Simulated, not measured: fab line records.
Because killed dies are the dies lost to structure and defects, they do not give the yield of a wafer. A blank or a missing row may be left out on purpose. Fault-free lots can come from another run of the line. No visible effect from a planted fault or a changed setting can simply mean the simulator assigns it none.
fab line records    flow sfq_line
[record] lots = 15  wafers = 42  last_day = 82
route steps=325 shown I3@135 JJ@185
lots with no fault: from the same line, run without faults
start_h: hours from the record's opening day to when the first of the lot's shown wafers began    wait_h: time in hours since the lot's previous step    " repeats the value in the row above    L1.1+2: several wafers, shown together as one row    - no value, or no start was given    * or withheld: withheld    < > ~ a bound
route shown NAME@n: names a module that has steps shown in the file, with the first one's number in the route    usual: mean/standard deviation taken from wafers without a fault    same: alike in all rows    chamber/n: place in a boat    sites: the reading at each site    _std_site: standard deviation of those values    _edge_site: inner sites' mean taken away from outer sites' mean    radius_mm: for every site, how far away it sits from the centre of the wafer    mask NAME#n: copy n    behind: the last tool/chamber to shape the wafer    hold: reason for holding the lot/hours on hold/outcome of the hold    device: transistor that didn't switch, given as n, p or np    end of line: the same wafers' tests at the end of the route    a step without rows: its recipe alone    killed: dies lost to structure and defects at the first sort, not the wafer's yield    map: a wafer's dies, marking killed ones x, the rest . and places with no die _
set.NAME: the setting that was run; set.NAME@STEP: the one run at that earlier step    model.NAME: the simulator's own value behind a step, which no gauge read
the route's steps for a sample of lots (tables are steps, rows are wafers)
services: from which hour (start_h, from the record's first day; less than 0 if before it) a tool's chamber was out of use, for how many hours, and why
[[steps]]
[step SFQ_I3_BOW_MEAS_922]
[recipe] mode = bow
[usual] I3_BOW = 4/10
lot.wafer  tool           chamber  start_h  wait_h  I3_BOW[um]
L547.1     film_metro-02  -        852.59   2.0     4
L547.4     "              -        "        "       -3
L547.6     "              -        "        "       -3
L548.1     film_metro-01  -        881.88   2.5     16
L548.5     "              -        "        "       21
L548.6     "              -        "        "       11
L549.2     film_metro-04  -        882.61   2.0     -8
L549.3     "              -        "        "       -7
L549.6     "              -        "        "       -22
L550.3     film_metro-04  -        885.63   1.5     3
L550.5     "              -        "        "       1
L550.6     "              -        "        "       -1
L551.1     film_metro-04  -        933.59   1.5     24
L551.2     "              -        "        "       2
L551.5     "              -        "        "       14
L552.1     film_metro-04  -        939.59   2.5     14
L552.2     "              -        "        "       10
L552.6     "              -        "        "       14
L553.1     film_metro-01  -        945.99   1.5     3
L553.5     "              -        "        "       -8
L553.6     "              -        "        "       -6
L554.1     film_metro-02  -        957.59   1.0     -12
L554.4     "              -        "        "       -14
L554.5     "              -        "        "       -11
L557.2     film_metro-04  -        973.58   1.0     0
L557.5     "              -        "        "       4
L557.6     "              -        "        "       2
L558.1     film_metro-04  -        981.59   1.0     -6
L558.5     "              -        "        "       2
L559.5     film_metro-01  -        988.64   0.1     -16
L559.6     "              -        "        "       -15
L561.4     film_metro-01  -        1001.41  2.1     20
L561.6     "              -        "        "       5
L566.1     film_metro-01  -        1229.31  1.0     15
L566.4     "              -        "        "       20
L566.6     "              -        "        "       7
L568.3     film_metro-02  -        1234.79  2.0     -13
L568.4     "              -        "        "       0
L568.5     "              -        "        "       3
L569.2     film_metro-02  -        1237.77  1.0     5
L569.4     "              -        "        "       -6
L569.6     "              -        "        "       -11
[step SFQ_TRILAYER_I3_METRO_MEASURE_083]
[usual] thk_nm = 200.2/1.1
lot.wafer  tool           chamber  start_h  wait_h  thk_nm
L547.1     film_metro-02  -        852.71   0.1     197.5
L547.4     "              -        "        "       200.0
L547.6     "              -        "        "       198.1
L548.1     film_metro-01  -        882.00   0.1     199.3
L548.5     "              -        "        "       198.4
L548.6     "              -        "        "       199.2
L549.2     film_metro-04  -        882.91   0.3     199.5
L549.3     "              -        "        "       201.2
L549.6     "              -        "        "       200.5
L550.3     film_metro-04  -        886.11   0.5     201.7
L550.5     "              -        "        "       201.4
L550.6     "              -        "        "       199.8
L551.1     film_metro-04  -        933.71   0.1     199.8
L551.2     "              -        "        "       200.6
L551.5     "              -        "        "       199.5
L552.1     film_metro-04  -        939.71   0.1     199.7
L552.2     "              -        "        "       198.3
L552.6     "              -        "        "       199.2
L553.1     film_metro-01  -        946.11   0.1     202.0
L553.5     "              -        "        "       200.8
L553.6     "              -        "        "       201.0
L554.1     film_metro-02  -        957.71   0.1     199.6
L554.4     "              -        "        "       200.4
L554.5     "              -        "        "       199.9
L557.2     film_metro-04  -        973.88   0.3     199.4
L557.5     "              -        "        "       201.5
L557.6     "              -        "        "       199.5
L558.1     film_metro-04  -        981.71   0.1     198.4
L558.5     "              -        "        "       197.8
L559.5     film_metro-01  -        989.48   0.8     200.6
L559.6     "              -        "        "       201.5
L561.4     film_metro-01  -        1002.07  0.6     200.9
L561.6     "              -        "        "       199.5
L566.1     film_metro-01  -        1229.43  0.1     201.0
L566.4     "              -        "        "       199.8
L566.6     "              -        "        "       201.5
L568.3     film_metro-02  -        1235.27  0.5     201.5
L568.4     "              -        "        "       198.8
L568.5     "              -        "        "       198.9
L569.2     film_metro-02  -        1238.07  0.3     201.5
L569.4     "              -        "        "       197.9
L569.6     "              -        "        "       199.8
[step SFQ_TRILAYER_JJ_CE_LITHO_COAT_119]
[recipe] resist = BARC  spin_rpm = 3000  resist_thk_nm = 62
[usual] exhaust_pa = 45.1/0.97  spin_speed_rpm = 3000.1/1.7
lot.wafer  tool            chamber  start_h  wait_h  exhaust_pa  spin_speed_rpm
L547.1     litho_track-01  0        1159.41  0.1     45.7        2996.3
L547.4     "               0        "        "       45.4        2998.1
L547.6     "               0        "        "       45.5        2996.9
L548.1     litho_track-02  0        1167.02  0.1     45.0        3002.7
L548.5     "               0        "        "       43.9        2999.7
L548.6     "               0        "        "       44.1        2999.1
L549.2     litho_track-03  0        1168.89  0.1     44.5        2999.7
L549.3     "               0        "        "       45.4        3002.8
L549.6     "               0        "        "       44.5        3002.2
L550.3     litho_track-02  0        1171.77  0.1     43.7        3002.1
L550.5     "               0        "        "       44.7        3002.4
L550.6     "               0        "        "       43.6        3000.7
L551.1     litho_track-01  0        1216.23  0.1     43.7        3000.4
L551.2     "               0        "        "       44.5        3000.4
L551.5     "               0        "        "       44.6        2998.0
L552.1     litho_track-01  0        1223.46  0.1     44.1        3000.5
L552.2     "               0        "        "       44.4        2999.8
L552.6     "               0        "        "       44.7        3002.6
L553.1     litho_track-01  0        1229.22  0.1     45.8        2998.6
L553.5     "               0        "        "       46.2        3001.9
L553.6     "               0        "        "       45.2        3000.5
L554.1     litho_track-01  0        1239.47  0.1     44.8        2999.5
L554.4     "               0        "        "       45.1        2999.9
L554.5     "               0        "        "       44.1        3000.0
L557.2     litho_track-02  0        1358.89  0.1     45.3        3000.1
L557.5     "               0        "        "       43.6        2999.4
L557.6     "               0        "        "       43.9        3000.6
L558.1     litho_track-01  0        1367.24  0.1     44.4        2998.2
L558.5     "               0        "        "       44.8        2999.3
L559.5     litho_track-01  0        1378.24  0.2     45.8        2998.8
L559.6     "               0        "        "       45.4        2997.6
L561.4     litho_track-01  0        1394.09  0.2     47.2        3001.6
L561.6     "               0        "        "       47.0        2999.0
L566.1     litho_track-01  0        1475.82  0.1     44.9        3001.6
L566.4     "               0        "        "       43.0        2999.4
L566.6     "               0        "        "       45.1        2998.6
L568.3     litho_track-01  0        1490.32  0.1     44.7        2999.7
L568.4     "               0        "        "       44.8        2998.9
L568.5     "               0        "        "       45.4        3002.3
L569.2     litho_track-01  0        1493.87  0.1     45.5        3003.0
L569.4     "               0        "        "       46.7        3000.0
L569.6     "               0        "        "       45.4        3004.2
[step SFQ_TRILAYER_JJ_CE_BARC_OPEN_RIE_150]
[recipe] mask_material = PR  chemistry = O2  target_depth_nm = 240  target = BARC  icp_w = 600  bias_w = 80  pressure_mtorr = 10  time_s = 80
[usual] bias_w = 80.01/0.25  drypump_motor_current_A = 5.41/0.28  oes_product_au = 0.537/0.0048
lot.wafer  tool          chamber  start_h  wait_h  bias_w  drypump_motor_current_A  oes_product_au  rf_hours_counter_h
L547.1     rie_metal-04  1        1290.53  1.0     79.94   5.18                     0.537           30
L547.4     "             0        "        "       79.99   5.50                     0.538           -
L547.6     "             0        "        "       80.11   5.50                     0.535           -
L548.1     rie_metal-03  1        1298.93  1.0     80.01   5.66                     0.532           5
L548.5     "             1        "        "       80.01   5.65                     0.536           -
L548.6     "             0        "        "       80.23   5.03                     0.540           -
L549.2     rie_metal-04  0        1300.13  0.8     79.79   5.49                     0.538           21
L549.3     "             0        "        "       79.94   5.50                     0.535           -
L549.6     "             1        "        "       79.95   5.16                     0.545           -
L550.3     rie_metal-04  0        1302.56  0.6     79.66   5.49                     0.541           -
L550.5     "             0        "        "       79.95   5.52                     0.535           -
L550.6     "             1        "        "       79.33   5.17                     0.532           -
L551.1     rie_metal-02  1        1304.63  1.0     79.64   5.89                     0.536           43
L551.2     "             0        "        "       79.84   5.64                     0.538           26
L551.5     "             0        "        "       79.90   5.64                     0.535           -
L552.1     rie_metal-04  0        1305.83  1.0     79.99   5.50                     0.543           22
L552.2     "             1        "        "       80.20   5.18                     0.540           32
L552.6     "             0        "        "       79.91   5.48                     0.538           -
L553.1     rie_metal-04  1        1307.03  1.0     80.03   5.20                     0.535           33
L553.5     "             0        "        "       80.26   5.53                     0.536           -
L553.6     "             1        "        "       80.11   5.19                     0.543           -
L554.1     rie_metal-03  1        1308.23  1.0     80.28   5.64                     0.536           6
L554.4     "             1        "        "       80.13   5.66                     0.539           -
L554.5     "             0        "        "       80.25   5.00                     0.534           -
L557.2     rie_metal-04  0        1437.51  0.8     80.37   5.52                     0.542           46
L557.5     "             0        "        "       80.08   5.52                     0.535           -
L557.6     "             1        "        "       80.01   5.18                     0.541           -
L558.1     rie_metal-02  0        1444.71  1.0     80.36   5.63                     0.538           48
L558.5     "             0        "        "       80.06   5.65                     0.559           -
L559.5     rie_metal-04  0        1459.17  0.3     80.04   5.48                     0.565           -
L559.6     "             1        "        "       80.09   5.18                     0.573           -
L561.4     rie_metal-03  1        1486.74  0.4     79.70   5.69                     0.539           -
L561.6     "             1        "        "       80.06   5.69                     0.561           -
L566.1     rie_metal-04  0        1578.56  1.0     80.27   5.51                     0.539           68
L566.4     "             0        "        "       80.12   5.49                     0.533           -
L566.6     "             1        "        "       79.83   5.18                     0.532           -
L568.3     rie_metal-03  0        1593.00  0.6     79.68   5.00                     0.532           -
L568.4     "             1        "        "       80.03   5.69                     0.538           -
L568.5     "             0        "        "       79.79   5.01                     0.537           -
L569.2     rie_metal-02  0        1600.58  0.8     80.58   5.64                     0.544           76
L569.4     "             1        "        "       79.95   5.91                     0.536           -
L569.6     "             1        "        "       80.07   5.90                     0.543           -
[step SFQ_TRILAYER_JJ_CE_ETCH_RIE_118]
[recipe] target = Nb  stop_on = Al2O3  mask_material = PR  taper_deg = 13.257  over_etch_frac = 0.15  time_s = 97.7  chemistry = SF6  target_depth_nm = 170  icp_w = 600  bias_w = 80  pressure_mtorr = 10
[usual] bias_w = 80.04/0.22  drypump_motor_current_A = 5.41/0.28  oes_product_au = 0.988/0.0084
lot.wafer  tool          chamber  start_h  wait_h  bias_w  drypump_motor_current_A  oes_product_au  rf_hours_counter_h
L547.1     rie_metal-04  1        1290.62  0.1     79.86   5.20                     0.999           30
L547.4     "             0        "        "       80.02   5.52                     0.974           -
L547.6     "             0        "        "       80.19   5.53                     0.987           -
L548.1     rie_metal-03  1        1299.02  0.1     80.21   5.68                     0.977           5
L548.5     "             1        "        "       80.37   5.68                     0.973           -
L548.6     "             0        "        "       80.18   5.02                     0.996           -
L549.2     rie_metal-04  0        1300.22  0.1     79.98   5.51                     0.985           21
L549.3     "             0        "        "       80.27   5.51                     0.983           -
L549.6     "             1        "        "       79.82   5.21                     1.000           -
L550.3     rie_metal-04  0        1302.66  0.1     80.06   5.49                     0.990           -
L550.5     "             0        "        "       79.81   5.52                     0.980           -
L550.6     "             1        "        "       80.02   5.17                     0.999           -
L551.1     rie_metal-02  1        1304.72  0.1     79.75   5.87                     0.979           43
L551.2     "             0        "        "       79.67   5.66                     0.989           26
L551.5     "             0        "        "       79.42   5.64                     0.989           -
L552.1     rie_metal-04  0        1305.92  0.1     79.86   5.48                     0.988           22
L552.2     "             1        "        "       79.55   5.19                     1.000           32
L552.6     "             0        "        "       80.46   5.49                     0.990           -
L553.1     rie_metal-04  1        1307.12  0.1     80.16   5.18                     0.982           33
L553.5     "             0        "        "       80.19   5.49                     0.979           -
L553.6     "             1        "        "       80.08   5.17                     0.995           -
L554.1     rie_metal-03  1        1308.32  0.1     80.14   5.65                     0.978           6
L554.4     "             1        "        "       80.34   5.66                     0.976           -
L554.5     "             0        "        "       79.97   5.01                     0.992           -
L557.2     rie_metal-04  0        1437.60  0.1     80.02   5.49                     1.005           46
L557.5     "             0        "        "       80.47   5.51                     0.996           -
L557.6     "             1        "        "       79.94   5.19                     0.992           -
L558.1     rie_metal-02  0        1444.80  0.1     80.32   5.63                     0.980           48
L558.5     "             0        "        "       80.03   5.63                     0.978           -
L559.5     rie_metal-04  0        1459.27  0.1     79.64   5.51                     0.982           -
L559.6     "             1        "        "       79.97   5.18                     0.994           -
L561.4     rie_metal-03  1        1486.84  0.1     80.06   5.66                     0.987           -
L561.6     "             1        "        "       80.25   5.67                     0.980           -
L566.1     rie_metal-04  0        1578.66  0.1     80.23   5.48                     0.991           68
L566.4     "             0        "        "       79.88   5.49                     0.982           -
L566.6     "             1        "        "       80.50   5.18                     0.992           -
L568.3     rie_metal-03  0        1593.09  0.1     80.29   5.03                     0.989           -
L568.4     "             1        "        "       80.16   5.68                     0.981           -
L568.5     "             0        "        "       80.04   5.02                     0.988           -
L569.2     rie_metal-02  0        1600.68  0.1     80.10   5.65                     0.990           76
L569.4     "             1        "        "       79.79   5.89                     0.983           -
L569.6     "             1        "        "       79.91   5.90                     0.972           -
[[services]]
tool           chamber  start_h  hours  kind
rie_metal-04   -        832.00   0.2    repair
film_metro-04  -        835.42   1.6    pm
rie_metal-03   -        837.71   2.8    pm
rie_metal-04   -        858.27   1.4    pm
rie_metal-03   -        936.65   15.6   pm
rie_metal-04   -        941.73   2.8    pm
film_metro-04  -        970.91   2.4    pm
rie_metal-04   0        996.50   8.0    repair
film_metro-04  -        1017.89  0.6    pm
rie_metal-04   -        1043.01  0.2    repair
film_metro-04  -        1080.42  0.4    pm
rie_metal-04   -        1128.82  2.3    repair
film_metro-04  -        1130.43  0.7    pm
rie_metal-04   0        1135.86  15.9   repair
film_metro-04  -        1215.42  0.7    pm
film_metro-04  -        1262.89  0.6    pm
rie_metal-03   1        1272.33  18.5   repair
film_metro-04  -        1325.62  0.6    pm
film_metro-04  -        1328.60  1.0    pm
rie_metal-03   -        1366.06  1.4    pm
film_metro-04  -        1460.42  0.9    pm
film_metro-04  -        1507.89  1.8    pm
rie_metal-04   1        1552.43  3.7    repair
rie_metal-04   0        1600.27  8.1    repair
[[key]]
[first_sign] step = SFQ_TRILAYER_JJ_CE_BARC_OPEN_RIE_150  reading = oes_product_au  direction = up  sigmas = 5.7  usual = 0.537  struck = 0.565
effect none on later readings
met_at SFQ_TRILAYER_JJ_CE_LITHO_COAT_119
struck_lots L558,L559,L561
struck_wafers L558.5,L559.5,L559.6,L561.6
not_acting_at SFQ_I3_BOW_MEAS_922,SFQ_TRILAYER_I3_METRO_MEASURE_083,SFQ_TRILAYER_JJ_CE_ETCH_RIE_118
onset_between 1239.47 1367.24
[fault] kind = process_parameter_drift  tool = litho_track-01  chamber = -  onset_h = 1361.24  steps = SFQ_TRILAYER_JJ_CE_LITHO_COAT_119  channel = resist_thk_nm  offset = 10.823  shape = step  end_h = 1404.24  scope = struck_wafers_only  acts_in = these_recipes_only  stated = 62
